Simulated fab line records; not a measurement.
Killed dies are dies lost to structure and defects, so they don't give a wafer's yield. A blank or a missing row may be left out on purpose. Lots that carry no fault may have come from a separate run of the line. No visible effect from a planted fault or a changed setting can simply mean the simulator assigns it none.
Which tool is to blame? / flow gf180mcu / 14 lots, 42 wafers sampled, at 4 steps of a route of 602

WHAT THE GAUGES READ, wafer by wafer
GF_MVPSD_TW_MEAS_11.
lot=L475; measured=day 5 08:11; on=filmMetro-04; MVPSD_TW=554.3 552.8 556.3
lot=L476; measured=day 5 11:20; on=filmMetro-04; MVPSD_TW=552.5 555.7 555.4
lot=L477; measured=day 5 15:42; on=filmMetro-03; MVPSD_TW=552.9 554.4 549.9
lot=L479; measured=day 6 04:29; on=filmMetro-04; MVPSD_TW=549.9 548.3 552.7
lot=L480; measured=day 6 08:09; on=filmMetro-03; MVPSD_TW=552.9 553.7 554.6
lot=L481; measured=day 6 14:26; on=filmMetro-01; MVPSD_TW=548.8 549.9 551.6
lot=L487; measured=day 8 01:20; on=filmMetro-04; MVPSD_TW=550.9 551.2 552.5
lot=L489; measured=day 8 12:15; on=filmMetro-01; MVPSD_TW=546.9 546.6 545.5
lot=L490; measured=day 8 18:23; on=filmMetro-04; MVPSD_TW=552.9 548.3 552.8
lot=L491; measured=day 9 00:40; on=filmMetro-04; MVPSD_TW=551.8 553.2 552.8
lot=L493; measured=day 9 14:06; on=filmMetro-04; MVPSD_TW=551.9 554.2 550.1
lot=L494; measured=day 9 19:36; on=filmMetro-04; MVPSD_TW=552.8 553.6 553.1
lot=L495; measured=day 9 22:23; on=filmMetro-03; MVPSD_TW=552.0 548.8 551.9
lot=L496; measured=day 10 10:10; on=filmMetro-04; MVPSD_TW=552.0 551.5 556.4

GF_POLY_GATE_THK_MEAS_01.
lot=L475; measured=day 8 19:01; on=filmMetro-04; POLY_GATE_CVD_00_THK (nm)=203.9 201.8 201.8
lot=L476; measured=day 8 23:01; on=filmMetro-04; POLY_GATE_CVD_00_THK (nm)=198.5 199.9 199.2
lot=L477; measured=day 9 04:00; on=filmMetro-02; POLY_GATE_CVD_00_THK (nm)=202.8 203.3 202.8
lot=L487; measured=day 12 00:05; on=filmMetro-03; POLY_GATE_CVD_00_THK (nm)=201.5 201.6 203.0
lot=L489; measured=day 12 13:09; on=filmMetro-02; POLY_GATE_CVD_00_THK (nm)=198.1 197.9 197.0
lot=L490; measured=day 12 18:28; on=filmMetro-04; POLY_GATE_CVD_00_THK (nm)=200.5 199.5 200.2
lot=L491; measured=day 13 02:35; on=filmMetro-02; POLY_GATE_CVD_00_THK (nm)=199.8 199.2 198.9
lot=L493; measured=day 13 20:05; on=filmMetro-04; POLY_GATE_CVD_00_THK (nm)=198.2 198.8 199.0
lot=L494; measured=day 14 01:07; on=filmMetro-04; POLY_GATE_CVD_00_THK (nm)=200.4 200.8 199.0
lot=L495; measured=day 14 04:56; on=filmMetro-02; POLY_GATE_CVD_00_THK (nm)=199.2 200.4 199.8
lot=L496; measured=day 14 19:29; on=filmMetro-03; POLY_GATE_CVD_00_THK (nm)=199.2 199.8 198.9

WHICH TOOL RAN EACH LOT (tool, then ch and the chambers of the sampled wafers, then the start)
lot=L475; GF_VT_IMPLANT_STRIP_42=plasmaAsher-02 ch 0,1, day 7 20:24; GF_VT_IMPLANT_WET_ETCH_50=wetBench-02 ch 2, day 7 21:13
lot=L476; GF_VT_IMPLANT_STRIP_42=plasmaAsher-04 ch 0,1, day 8 00:57; GF_VT_IMPLANT_WET_ETCH_50=wetBench-01 ch 0, day 8 01:44
lot=L477; GF_VT_IMPLANT_STRIP_42=plasmaAsher-03 ch 0,1, day 8 04:39; GF_VT_IMPLANT_WET_ETCH_50=wetBench-04 ch 1, day 8 05:26
lot=L479; GF_VT_IMPLANT_STRIP_42=plasmaAsher-02 ch 1, day 8 20:09; GF_VT_IMPLANT_WET_ETCH_50=wetBench-04 ch 1, day 8 20:56
lot=L480; GF_VT_IMPLANT_STRIP_42=plasmaAsher-04 ch 0,1, day 9 01:11; GF_VT_IMPLANT_WET_ETCH_50=wetBench-02 ch 1, day 9 01:56
lot=L481; GF_VT_IMPLANT_STRIP_42=plasmaAsher-03 ch 0,1, day 9 06:32; GF_VT_IMPLANT_WET_ETCH_50=wetBench-01 ch 2, day 9 07:19
lot=L487; GF_VT_IMPLANT_STRIP_42=plasmaAsher-02 ch 0,1, day 10 22:26; GF_VT_IMPLANT_WET_ETCH_50=wetBench-01 ch 0, day 10 23:13
lot=L489; GF_VT_IMPLANT_STRIP_42=plasmaAsher-03 ch 0,1, day 11 10:39; GF_VT_IMPLANT_WET_ETCH_50=wetBench-01 ch 0, day 11 11:26
lot=L490; GF_VT_IMPLANT_STRIP_42=plasmaAsher-03 ch 0,1, day 11 17:38; GF_VT_IMPLANT_WET_ETCH_50=wetBench-04 ch 2, day 11 18:26
lot=L491; GF_VT_IMPLANT_STRIP_42=plasmaAsher-04 ch 0,1, day 12 01:45; GF_VT_IMPLANT_WET_ETCH_50=wetBench-02 ch 2, day 12 02:33
lot=L493; GF_VT_IMPLANT_STRIP_42=plasmaAsher-04 ch 0,1, day 12 16:15; GF_VT_IMPLANT_WET_ETCH_50=wetBench-01 ch 0, day 12 17:08
lot=L494; GF_VT_IMPLANT_STRIP_42=plasmaAsher-04 ch 0,1, day 12 22:30; GF_VT_IMPLANT_WET_ETCH_50=wetBench-04 ch 2, day 12 23:23
lot=L495; GF_VT_IMPLANT_STRIP_42=plasmaAsher-04 ch 0,1, day 13 01:41; GF_VT_IMPLANT_WET_ETCH_50=wetBench-02 ch 3, day 13 02:34
lot=L496; GF_VT_IMPLANT_STRIP_42=plasmaAsher-04 ch 0,1, day 13 13:47; GF_VT_IMPLANT_WET_ETCH_50=wetBench-04 ch 2, day 13 14:32
- GF_VT_IMPLANT_STRIP_42: strips in O2/N2.
- GF_VT_IMPLANT_WET_ETCH_50: etches SiO2 in dHF, target depth 20 nm, time 400 s.

AS READ BY THE TOOLS THEMSELVES (means over the sampled wafers that have a number; for cases with no such wafer, the mark the record gives instead)
GF_VT_IMPLANT_STRIP_42.
lot=L475; tool=plasmaAsher-02; chamberPressureMTorr (mTorr)=1501.6; drypumpMotorCurrentA (A)=5.7; heaterPowerW (W)=344; o2FlowSccm (sccm)=3000; oesProductAu (a.u.)=0.715; stripTimeToEndpointS (s)=12.62
lot=L476; tool=plasmaAsher-04; chamberPressureMTorr (mTorr)=1500.6; drypumpMotorCurrentA (A)=5.8; heaterPowerW (W)=369; o2FlowSccm (sccm)=3000; oesProductAu (a.u.)=0.713; stripTimeToEndpointS (s)=12.63
lot=L477; tool=plasmaAsher-03; chamberPressureMTorr (mTorr)=1499.8; drypumpMotorCurrentA (A)=4.8; heaterPowerW (W)=333; o2FlowSccm (sccm)=2997; oesProductAu (a.u.)=0.715; stripTimeToEndpointS (s)=12.65
lot=L479; tool=plasmaAsher-02; chamberPressureMTorr (mTorr)=1500.0; drypumpMotorCurrentA (A)=6.2; heaterPowerW (W)=328; o2FlowSccm (sccm)=3007; oesProductAu (a.u.)=0.719; stripTimeToEndpointS (s)=12.62
lot=L480; tool=plasmaAsher-04; chamberPressureMTorr (mTorr)=1500.3; drypumpMotorCurrentA (A)=5.4; heaterPowerW (W)=370; o2FlowSccm (sccm)=3000; oesProductAu (a.u.)=0.715; stripTimeToEndpointS (s)=12.58
lot=L481; tool=plasmaAsher-03; chamberPressureMTorr (mTorr)=1500.6; drypumpMotorCurrentA (A)=4.8; heaterPowerW (W)=304; o2FlowSccm (sccm)=3007; oesProductAu (a.u.)=0.716; stripTimeToEndpointS (s)=12.57
lot=L487; tool=plasmaAsher-02; chamberPressureMTorr (mTorr)=1500.8; drypumpMotorCurrentA (A)=5.7; heaterPowerW (W)=338; o2FlowSccm (sccm)=3001; oesProductAu (a.u.)=0.716; stripTimeToEndpointS (s)=12.63
lot=L489; tool=plasmaAsher-03; chamberPressureMTorr (mTorr)=1499.7; drypumpMotorCurrentA (A)=4.8; heaterPowerW (W)=304; o2FlowSccm (sccm)=3001; oesProductAu (a.u.)=0.712; stripTimeToEndpointS (s)=12.64
lot=L490; tool=plasmaAsher-03; chamberPressureMTorr (mTorr)=1499.6; drypumpMotorCurrentA (A)=4.8; heaterPowerW (W)=305; o2FlowSccm (sccm)=3007; oesProductAu (a.u.)=0.720; stripTimeToEndpointS (s)=12.66
lot=L491; tool=plasmaAsher-04; chamberPressureMTorr (mTorr)=1499.0; drypumpMotorCurrentA (A)=5.4; heaterPowerW (W)=364; o2FlowSccm (sccm)=3003; oesProductAu (a.u.)=0.718; stripTimeToEndpointS (s)=12.61
lot=L493; tool=plasmaAsher-04; chamberPressureMTorr (mTorr)=1501.1; drypumpMotorCurrentA (A)=5.4; heaterPowerW (W)=360; o2FlowSccm (sccm)=3003; oesProductAu (a.u.)=0.717; stripTimeToEndpointS (s)=12.64
lot=L494; tool=plasmaAsher-04; chamberPressureMTorr (mTorr)=1500.9; drypumpMotorCurrentA (A)=5.7; heaterPowerW (W)=369; o2FlowSccm (sccm)=3006; oesProductAu (a.u.)=0.718; stripTimeToEndpointS (s)=12.63
lot=L495; tool=plasmaAsher-04; chamberPressureMTorr (mTorr)=1500.8; drypumpMotorCurrentA (A)=5.5; heaterPowerW (W)=360; o2FlowSccm (sccm)=3006; oesProductAu (a.u.)=0.717; stripTimeToEndpointS (s)=12.64
lot=L496; tool=plasmaAsher-04; chamberPressureMTorr (mTorr)=1498.4; drypumpMotorCurrentA (A)=5.4; heaterPowerW (W)=365; o2FlowSccm (sccm)=2996; oesProductAu (a.u.)=0.715; stripTimeToEndpointS (s)=12.62

GF_VT_IMPLANT_WET_ETCH_50.
lot=L475; tool=wetBench-02; bathHeatDutyPct (%)=6.2; runLengthS (s)=426
lot=L476; tool=wetBench-01; bathHeatDutyPct (%)=6.5; runLengthS (s)=424
lot=L477; tool=wetBench-04; bathHeatDutyPct (%)=6.2; runLengthS (s)=425
lot=L479; tool=wetBench-04; bathHeatDutyPct (%)=-; runLengthS (s)=-
lot=L480; tool=wetBench-02; bathHeatDutyPct (%)=-; runLengthS (s)=-
lot=L481; tool=wetBench-01; bathHeatDutyPct (%)=-; runLengthS (s)=-
lot=L487; tool=wetBench-01; bathHeatDutyPct (%)=6.3; runLengthS (s)=424
lot=L489; tool=wetBench-01; bathHeatDutyPct (%)=6.9; runLengthS (s)=425
lot=L490; tool=wetBench-04; bathHeatDutyPct (%)=6.9; runLengthS (s)=432
lot=L491; tool=wetBench-02; bathHeatDutyPct (%)=6.5; runLengthS (s)=434
lot=L493; tool=wetBench-01; bathHeatDutyPct (%)=6.7; runLengthS (s)=432
lot=L494; tool=wetBench-04; bathHeatDutyPct (%)=6.4; runLengthS (s)=433
lot=L495; tool=wetBench-02; bathHeatDutyPct (%)=7.2; runLengthS (s)=432
lot=L496; tool=wetBench-04; bathHeatDutyPct (%)=6.4; runLengthS (s)=425

THE ANSWER, worked out from the rows above alone
Rule: the lots themselves supply what counts as usual. The widest of any qualifying gaps counts: lots, ordered by their means at a reading, are off when they make up no more than a third of the lots, leave a main group of 4 or more, and stand apart from it by 3 or more times the standard deviation of that group's means. Not used: any main group whose means are identical at the precision the tables above print for the reading. Also off: a lot with no number at a reading for which 4 or more lots have one. Where the step has rows for the other lots, those lots are counted as sound. First the gauges in route order, then the tools' own readings, where a lot's mean is used as printed above. The first step at which some lot is off is used, and at that step the reading that is off furthest; a lot without a number counts as furthest.
Off, at GF_VT_IMPLANT_WET_ETCH_50 on bathHeatDutyPct: L479, L480, L481. Without a number there: L479, L480, L481. The main group: mean 6.6 %, standard deviation 0.31.
A tool fits if, at that step or a process step before it, it ran every lot that is off, and no sound lot after the first of them. None of those tried fits.

WHAT THE SIMULATOR HAD PUT IN
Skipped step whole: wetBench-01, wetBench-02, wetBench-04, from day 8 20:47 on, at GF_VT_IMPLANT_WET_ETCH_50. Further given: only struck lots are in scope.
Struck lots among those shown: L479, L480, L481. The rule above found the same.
